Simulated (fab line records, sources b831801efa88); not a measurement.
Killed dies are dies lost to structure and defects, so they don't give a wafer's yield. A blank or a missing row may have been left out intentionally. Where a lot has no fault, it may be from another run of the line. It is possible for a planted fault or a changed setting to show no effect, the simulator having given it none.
Struck lot and sound lot, side by side :: flow sfqLine :: 13 steps out of a route of 325
Sound: the wafers L808.1, L808.2, L808.5. Struck: wafer L818.2; the same lot's L818.1 was not struck, so it is left out; see the end for the cause.
Order at every step that has rows: each side's tool, ch and its chambers, its first start. Under that, the readings that differ: sound wafers :: struck wafers :: difference of the means :: sigmas: that difference in standard deviations of wafers without a fault.
alike: a reading whose means differ by less than 2 such deviations, as well as words and numbers matching on both sides. not compared: withheld readings; readings where some wafer has no value; bounds like >300 that might hide an equal value; numbers whose values overlap and for which the record gives no deviation.
The two part at a step that has a row with sigmas, a row that says differs or no value, or rows on one side only. When numbers do not overlap yet have no deviation, they are printed without sigmas and do not part them. A reading that every wafer of one side lacks parts them only if that side has two wafers or more.

first, 6 steps without rows for these wafers: SFQ_TRILAYER_M1_LITHO_COAT_044 (resist thk 62 nm); SFQ_TRILAYER_M1_LITHO_COAT_039 (resist thk 600 nm); SFQ_TRILAYER_M1_LITHO_SOFTBAKE_043; SFQ_TRILAYER_M1_LITHO_EXPOSE_040 (exposes mask M1, target cd 500 nm); SFQ_TRILAYER_M1_LITHO_PEB_042 (peb time 60 s); SFQ_TRILAYER_M1_LITHO_DEVELOP_041 (time 60 s).
SFQ_M1_OVL_MEAS_911:
  sound: overlay-01 at day 23 18:16; struck: overlay-01 at day 26 19:25
  alike: M1_OVL
SFQ_TRILAYER_M1_BARC_OPEN_METAL_ETCH_054: etches BARC in O2, target depth 125 nm, time 41.7 s.
  sound on rieMetal-04 ch 0,1, day 23 18:19; struck on rieMetal-02 ch 0, day 26 19:27
  alike: drypumpMotorCurrentA, oesProductAu, rfFwdPowerW
  not compared: rfHoursCounterH
SFQ_TRILAYER_M1_ETCH_METAL_ETCH_042: etches Nb in Cl2/Ar, stops on SiO2, target depth 240 nm, time 120 s.
  sound on rieMetal-04 ch 0,1, day 23 18:22; struck on rieMetal-02 ch 0, day 26 19:31
  alike: drypumpMotorCurrentA, oesProductAu, rfFwdPowerW
  not compared: rfHoursCounterH
SFQ_TRILAYER_M1_STRIP_STRIP_043: strips in O2.
  sound on rieMetal-04 ch 0,1, day 23 18:29; struck on rieMetal-02 ch 0, day 26 19:38
  alike: drypumpMotorCurrentA, oesProductAu
  not compared: rfHoursCounterH
then, 1 step without rows for these wafers: SFQ_TRILAYER_M1_STRIP_SOLV_CLEAN_044 (cleans in NMP, time 600 s).
SFQ_TRILAYER_I1_DEP_PECVD_045: deposits SiO2 from SiH4/N2O, time 111.11 s, target thk 500 nm.
  sound on pecvd-04 ch 1,2, day 23 19:16; struck on pecvd-04 ch 0, day 26 20:25
reading: runLengthS (s)
sound: 139.5 138.5 138.7
struck: 146.6
difference: +7.7
sigmas: +14

reading: model.SiO2_of_TRILAYER_I1_DEP_PECVD_045.thkNm (nm)
sound: 495.3 498.2 498.2
struck: 527.7
difference: +30.5
sigmas: 
  alike: chamberPressureTorr, heaterPowerOuterW, heaterPowerW, rfFwdPowerW, throttleValvePct
SFQ_TRILAYER_I1_CMP_CMP_046: polishes SiO2.
  sound on cmp-02 ch 1,2, day 23 19:20; struck on cmp-01 ch 0, day 27 00:35
reading: slurryFilterDpKPa (kPa)
sound: 13.29 13.27 13.37
struck: 13.61
difference: +0.30
sigmas: +2

reading: timeToEndpointS (s)
sound: 218 211 208
struck: 231
difference: +19
sigmas: +2
  alike: motorCurrentA

## WHERE THEY PART
At SFQ_TRILAYER_I1_DEP_PECVD_045 first; at SFQ_TRILAYER_I1_CMP_CMP_046 last (within this record only).

WHY: what had been put in by the simulator
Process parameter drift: pecvd-04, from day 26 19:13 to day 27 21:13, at SFQ_TRILAYER_I1_DEP_PECVD_045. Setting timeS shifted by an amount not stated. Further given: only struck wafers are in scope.
